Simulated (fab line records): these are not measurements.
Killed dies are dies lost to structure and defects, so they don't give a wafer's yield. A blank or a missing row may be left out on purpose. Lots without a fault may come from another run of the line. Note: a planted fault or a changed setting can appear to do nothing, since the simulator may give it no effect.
Tool commonality check	flow sky130	Lots sampled 11, wafers sampled 33

== REASON FOR OPENING ==
Of 11 lots, 2 have the reading METAL2_ALCU_RS flagged at SKY_METAL2_RS_MEAS_05. Wafers without a fault read 0.1298 ohm/sq, standard deviation 0.0019.
Rule: a lot gets a flag if all its wafers with a number sit over 4 standard deviations from that mean, or if no wafer of it has a number. As for the other lots, they are considered sound.

lot	measured	on	METAL2_ALCU_RS (ohm/sq), wafer by wafer	flag
L996	day 33 15:47	film-metro-03	0.1285 0.1271 0.1279	
L997	day 34 08:51	film-metro-02	0.1290 0.1279 0.1271	
L998	day 34 19:26	film-metro-03	0.1283 0.1283 0.1300	
L999	day 35 03:20	film-metro-03	0.1274 0.1273 0.1286	
L102	day 36 03:50	film-metro-04	0.1302 0.1291 0.1290	
L111	day 39 03:36	film-metro-03	8.6339 8.6931 8.6929	FLAGGED
L112	day 39 10:08	film-metro-03	8.6945 8.6250 8.6041	FLAGGED
L114	day 39 20:07	film-metro-03	0.1293 0.1275 0.1281	
L115	day 40 00:11	film-metro-03	0.1292 0.1299 0.1302	
L117	day 40 10:17	film-metro-03	0.1276 0.1295 0.1280	
L118	day 40 18:37	film-metro-03	0.1293 0.1293 0.1288	
Flagged lots average 8.6572 ohm/sq: +8.5274 ohm/sq relative to the usual, that is +99 or more standard deviations.

== WHICH TOOL EACH LOT WENT THROUGH ==
Before the reading, the record contains 2 process steps out of a 708-step route. In each cell: the tool, then ch and the chambers that the sampled wafers went through, then the start.
lot	flag	SKY_VIA1_CMP_02	SKY_METAL2_SPUTTER_02
L996		cmp-01 ch 1,3, day 32 11:29	pvd-sputter-02, day 33 15:41
L997		cmp-02 ch 1,2,3, day 33 04:34	pvd-sputter-02, day 34 08:44
L998		cmp-02 ch 0,2, day 33 14:58	pvd-sputter-01, day 34 19:20
L999		cmp-02 ch 0,1, day 33 22:08	pvd-sputter-02, day 35 03:14
L102		cmp-02 ch 0,1,3, day 34 23:11	pvd-sputter-02, day 36 03:43
L111	FLAGGED	cmp-01 ch 0,2, day 38 00:00	pvd-sputter-02, day 39 03:29
L112	FLAGGED	cmp-02 ch 0,2,3, day 38 07:38	pvd-sputter-02, day 39 10:02
L114		cmp-02 ch 0,2,3, day 38 17:36	pvd-sputter-01, day 39 19:59
L115		cmp-01 ch 0,2,3, day 38 21:37	pvd-sputter-03, day 40 00:05
L117		cmp-02 ch 0,1,2, day 39 07:26	pvd-sputter-02, day 40 10:09
L118		cmp-02 ch 0,1,2, day 39 15:59	pvd-sputter-02, day 40 18:29
What these steps do:
- SKY_VIA1_CMP_02: polishes SiO2.
- SKY_METAL2_SPUTTER_02: material AlCu, target thk 250 nm, time 13.3 s.
- SKY_METAL2_RS_MEAS_05: measures by four-point-probe.

== FLAGGED OVER TOTAL, TOOL BY TOOL (the gauges that took the reading come last) ==
step	tool	lots run	flagged	share of the flagged lots	sound lots run after its first flagged lot
SKY_VIA1_CMP_02	cmp-01	3	1	some	1 (L115)
SKY_VIA1_CMP_02	cmp-02	8	1	some	3 (L114,L117,L118)
SKY_METAL2_SPUTTER_02	pvd-sputter-01	2	0	none	-
SKY_METAL2_SPUTTER_02	pvd-sputter-02	8	2	all	2 (L117,L118)
SKY_METAL2_SPUTTER_02	pvd-sputter-03	1	0	none	-
SKY_METAL2_RS_MEAS_05	film-metro-02	1	0	none	-
SKY_METAL2_RS_MEAS_05	film-metro-03	9	2	all	4 (L114,L115,L117,L118)
SKY_METAL2_RS_MEAS_05	film-metro-04	1	0	none	-

== WHAT THE TABLE PERMITS ==
Table rows that saw every flagged lot: 2, namely pvd-sputter-02 at SKY_METAL2_SPUTTER_02 and film-metro-03 at SKY_METAL2_RS_MEAS_05.
- pvd-sputter-02 at SKY_METAL2_SPUTTER_02 ran 8 lots, 2 of them flagged. Sound lots ran on it after the first flagged one (L117, L118), which a lasting fault on the whole tool wouldn't allow. On the flagged lots its readings are blank where sound lots have values: cathode-dc-power-W, chamber-pressure-pa, throttle-valve-pct.
- film-metro-03 at SKY_METAL2_RS_MEAS_05 ran 9 lots, 2 of them flagged. Sound lots ran on it after the first flagged one (L114, L115, L117, L118), which a lasting fault on the whole tool wouldn't allow.
Every row of the table either missed a flagged lot or ran a sound lot after the first.

== WHAT HAD BEEN PUT IN BY THE SIMULATOR ==
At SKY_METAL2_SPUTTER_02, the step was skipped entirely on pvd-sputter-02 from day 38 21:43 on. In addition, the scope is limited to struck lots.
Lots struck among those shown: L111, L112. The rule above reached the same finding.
